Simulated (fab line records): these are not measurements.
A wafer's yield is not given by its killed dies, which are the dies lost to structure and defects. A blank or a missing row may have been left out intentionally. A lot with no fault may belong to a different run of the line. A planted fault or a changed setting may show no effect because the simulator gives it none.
Check for tools in common :: flow gf180mcu :: 39 wafers sampled across 11 lots

## REASON IT WAS OPENED
2 of 11 lots carry a flag on the reading POLY_GATE_CVD_00_THK at GF_POLY_GATE_THK_MEAS_01. Fault-free wafers read 199.7 nm, with a standard deviation of 2.2.
Rule: a lot is flagged in two cases, either no wafer of it has a number, or all its wafers with numbers fall more than 4 standard deviations from that mean. The rest of the lots are taken to be sound.

lot: L281
measured: day 8 10:15
on: film-metro-03
POLY_GATE_CVD_00_THK (nm), wafer by wafer: 196.9 196.7 197.6
flag: 

lot: L282
measured: day 8 17:50
on: film-metro-02
POLY_GATE_CVD_00_THK (nm), wafer by wafer: 200.0 199.9 199.9
flag: 

lot: L283
measured: day 9 00:14
on: film-metro-03
POLY_GATE_CVD_00_THK (nm), wafer by wafer: 198.9 198.3 199.1
flag: 

lot: L286
measured: day 9 23:36
on: film-metro-02
POLY_GATE_CVD_00_THK (nm), wafer by wafer: 200.0 200.6 198.8
flag: 

lot: L289
measured: day 10 19:09
on: film-metro-04
POLY_GATE_CVD_00_THK (nm), wafer by wafer: 202.4 202.6 203.3
flag: 

lot: L290
measured: day 11 04:46
on: film-metro-03
POLY_GATE_CVD_00_THK (nm), wafer by wafer: 199.6 199.3 199.2
flag: 

lot: L292
measured: day 11 14:55
on: film-metro-02
POLY_GATE_CVD_00_THK (nm), wafer by wafer: 200.0 198.0 200.4
flag: 

lot: L295
measured: day 12 10:57
on: film-metro-03
POLY_GATE_CVD_00_THK (nm), wafer by wafer: 141.5 142.9 141.8 141.6 143.3 141.7
flag: FLAGGED

lot: L296
measured: day 12 20:08
on: film-metro-02
POLY_GATE_CVD_00_THK (nm), wafer by wafer: 194.3 195.3 195.0
flag: 

lot: L299
measured: day 13 14:28
on: film-metro-04
POLY_GATE_CVD_00_THK (nm), wafer by wafer: 144.5 144.4 145.8 144.5 144.4 145.8
flag: FLAGGED

lot: L304
measured: day 15 00:53
on: film-metro-02
POLY_GATE_CVD_00_THK (nm), wafer by wafer: 200.5 199.6 200.2
flag: 
The mean of the flagged lots' numbers is 143.5 nm, -56.2 nm from the usual (-26 standard deviations).

## TOOL THAT RAN EACH LOT
The record keeps 1 process step preceding the reading, out of 602 steps on the route. In each cell: the tool, then ch and the chambers that the sampled wafers went through, then the start.
lot: L281
flag: 
GF_POLY_GATE_CVD_00: lpcvd-02 ch 0, day 8 08:55

lot: L282
flag: 
GF_POLY_GATE_CVD_00: lpcvd-02 ch 0, day 8 16:30

lot: L283
flag: 
GF_POLY_GATE_CVD_00: lpcvd-02 ch 1, day 8 22:54

lot: L286
flag: 
GF_POLY_GATE_CVD_00: lpcvd-02 ch 1, day 9 21:35

lot: L289
flag: 
GF_POLY_GATE_CVD_00: lpcvd-01 ch 1, day 10 17:47

lot: L290
flag: 
GF_POLY_GATE_CVD_00: lpcvd-02 ch 0, day 11 03:25

lot: L292
flag: 
GF_POLY_GATE_CVD_00: lpcvd-02 ch 0, day 11 13:34

lot: L295
flag: FLAGGED
GF_POLY_GATE_CVD_00: lpcvd-02 ch 1, day 12 09:37

lot: L296
flag: 
GF_POLY_GATE_CVD_00: lpcvd-01 ch 1, day 12 18:48

lot: L299
flag: FLAGGED
GF_POLY_GATE_CVD_00: lpcvd-02 ch 1, day 13 13:07

lot: L304
flag: 
GF_POLY_GATE_CVD_00: lpcvd-01 ch 0, day 14 23:32
What these steps do:
- GF_POLY_GATE_CVD_00: deposits poly-Si, target thk 200 nm, time 1200 s.
- GF_POLY_GATE_THK_MEAS_01

## FLAGGED OVER TOTAL, TOOL BY TOOL (the gauges that took the reading come last)
step: GF_POLY_GATE_CVD_00
tool: lpcvd-01
lots run: 3
flagged: 0
share of the flagged lots: none
sound lots run after its first flagged lot: -

step: GF_POLY_GATE_CVD_00
tool: lpcvd-02
lots run: 8
flagged: 2
share of the flagged lots: all
sound lots run after its first flagged lot: 0

step: GF_POLY_GATE_THK_MEAS_01
tool: film-metro-02
lots run: 5
flagged: 0
share of the flagged lots: none
sound lots run after its first flagged lot: -

step: GF_POLY_GATE_THK_MEAS_01
tool: film-metro-03
lots run: 4
flagged: 1
share of the flagged lots: some
sound lots run after its first flagged lot: 0

step: GF_POLY_GATE_THK_MEAS_01
tool: film-metro-04
lots run: 2
flagged: 1
share of the flagged lots: some
sound lots run after its first flagged lot: 0

## THE TABLE: WHAT IT ALLOWS
1 row of the table ran every flagged lot: lpcvd-02 at GF_POLY_GATE_CVD_00.
- lpcvd-02 at GF_POLY_GATE_CVD_00 ran 8 lots, 2 of them flagged. Its last sound lot is L292 (day 11 13:34), its first flagged lot L295 (day 12 09:37): a fault that began between those two fits. Its own readings (pressure-mtorr) fall more than 4 standard deviations out on all wafers of the flagged lots.
What remains is a single tool, lpcvd-02 at GF_POLY_GATE_CVD_00.

## WHAT HAD BEEN PUT IN BY THE SIMULATOR
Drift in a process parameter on lpcvd-02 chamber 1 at GF_POLY_GATE_CVD_00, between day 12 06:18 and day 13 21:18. The setting pressure-mtorr was moved by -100, starting from 200. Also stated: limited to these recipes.
Lots struck among those shown: L295, L299. This agrees with what the rule above found.
